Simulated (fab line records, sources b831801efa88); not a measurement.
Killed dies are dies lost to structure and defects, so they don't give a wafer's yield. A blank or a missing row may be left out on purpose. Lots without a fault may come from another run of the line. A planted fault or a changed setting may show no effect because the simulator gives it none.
Tool commonality check | flow gf180mcu | 12 lots, 39 wafers sampled

WHY IT WAS OPENED
At GF_NSD_TW_MEAS_12 the reading NSD_TW is flagged on 1 of 12 lots. Wafers without a fault read 4252, standard deviation 63.
Rule: a lot is flagged when every wafer of it that has a number lies more than 4 standard deviations from that mean, or none has a number. The other lots count as sound.

lot  | measured     | on            | NSD_TW, wafer by wafer | flag
L433 | day 14 16:36 | film_metro-03 | 30 30 30 30 30 30      | FLAGGED
L434 | day 15 01:17 | film_metro-03 | 4167 4178 4173         |
L440 | day 17 11:26 | film_metro-03 | 4213 4202 4198         |
L441 | day 17 20:23 | film_metro-01 | 4267 4263 4246         |
L443 | day 18 05:19 | film_metro-01 | 4265 4252 4262         |
L444 | day 18 16:46 | film_metro-01 | 4262 4260 4248         |
L445 | day 19 00:58 | film_metro-02 | 4350 4341 4329         |
L446 | day 19 07:31 | film_metro-03 | 4216 4193 4222         |
L448 | day 20 02:28 | film_metro-01 | 4278 4284 4264         |
L449 | day 20 12:14 | film_metro-02 | 4337 4350 4311         |
L451 | day 21 01:01 | film_metro-03 | 4196 4183 4221         |
L452 | day 21 13:08 | film_metro-02 | 4320 4303 4321         |
The numbers of the flagged lots are 30 on average: -4222 against the usual, or -67 standard deviations.

WHICH TOOL RAN EACH LOT
The record holds 1 process step before the reading, out of a route of 602 steps. In each cell: the tool, then ch and the chambers that the sampled wafers went through, then the start.
lot  | flag    | GF_NSD_EXPOSE_04
L433 | FLAGGED | iline_stepper-01 ch 0, day 14 06:21
L434 |         | iline_stepper-01 ch 0, day 14 14:33
L440 |         | iline_stepper-01 ch 0, day 16 23:35
L441 |         | iline_stepper-01 ch 0, day 17 08:28
L443 |         | iline_stepper-01 ch 0, day 17 17:27
L444 |         | iline_stepper-01 ch 0, day 18 04:17
L445 |         | iline_stepper-01 ch 0, day 18 12:35
L446 |         | iline_stepper-02 ch 0, day 18 18:52
L448 |         | iline_stepper-01 ch 0, day 19 13:44
L449 |         | iline_stepper-01 ch 0, day 20 00:13
L451 |         | iline_stepper-02 ch 0, day 20 12:17
L452 |         | iline_stepper-02 ch 0, day 21 01:03
What these steps do:
- GF_NSD_EXPOSE_04: exposes mask Nplus, target cd 400 nm.
- GF_NSD_TW_MEAS_12

FLAGGED OVER TOTAL, TOOL BY TOOL (the gauges that took the reading come last)
step              | tool             | lots run | flagged | share of the flagged lots | sound lots run after its first flagged lot
GF_NSD_EXPOSE_04  | iline_stepper-01 | 9        | 1       | all                       | 8 (L434,L440,L441,L443,L444,L445,L448,L449)
GF_NSD_EXPOSE_04  | iline_stepper-02 | 3        | 0       | none                      | -
GF_NSD_TW_MEAS_12 | film_metro-01    | 4        | 0       | none                      | -
GF_NSD_TW_MEAS_12 | film_metro-02    | 3        | 0       | none                      | -
GF_NSD_TW_MEAS_12 | film_metro-03    | 5        | 1       | all                       | 4 (L434,L440,L446,L451)

WHAT THE TABLE ALLOWS
2 rows of the table ran every flagged lot: iline_stepper-01 at GF_NSD_EXPOSE_04, film_metro-03 at GF_NSD_TW_MEAS_12.
- iline_stepper-01 at GF_NSD_EXPOSE_04: 1 of its 9 lots flagged. Sound lots ran on it after the first flagged one (L434, L440, L441, L443, L444, L445, L448, L449), which a lasting fault on the whole tool wouldn't allow.
- film_metro-03 at GF_NSD_TW_MEAS_12: 1 of its 5 lots flagged. Sound lots ran on it after the first flagged one (L434, L440, L446, L451), which a lasting fault on the whole tool wouldn't allow.
No row of the table ran every flagged lot and no sound lot after the first.

WHAT THE SIMULATOR HAD PUT IN
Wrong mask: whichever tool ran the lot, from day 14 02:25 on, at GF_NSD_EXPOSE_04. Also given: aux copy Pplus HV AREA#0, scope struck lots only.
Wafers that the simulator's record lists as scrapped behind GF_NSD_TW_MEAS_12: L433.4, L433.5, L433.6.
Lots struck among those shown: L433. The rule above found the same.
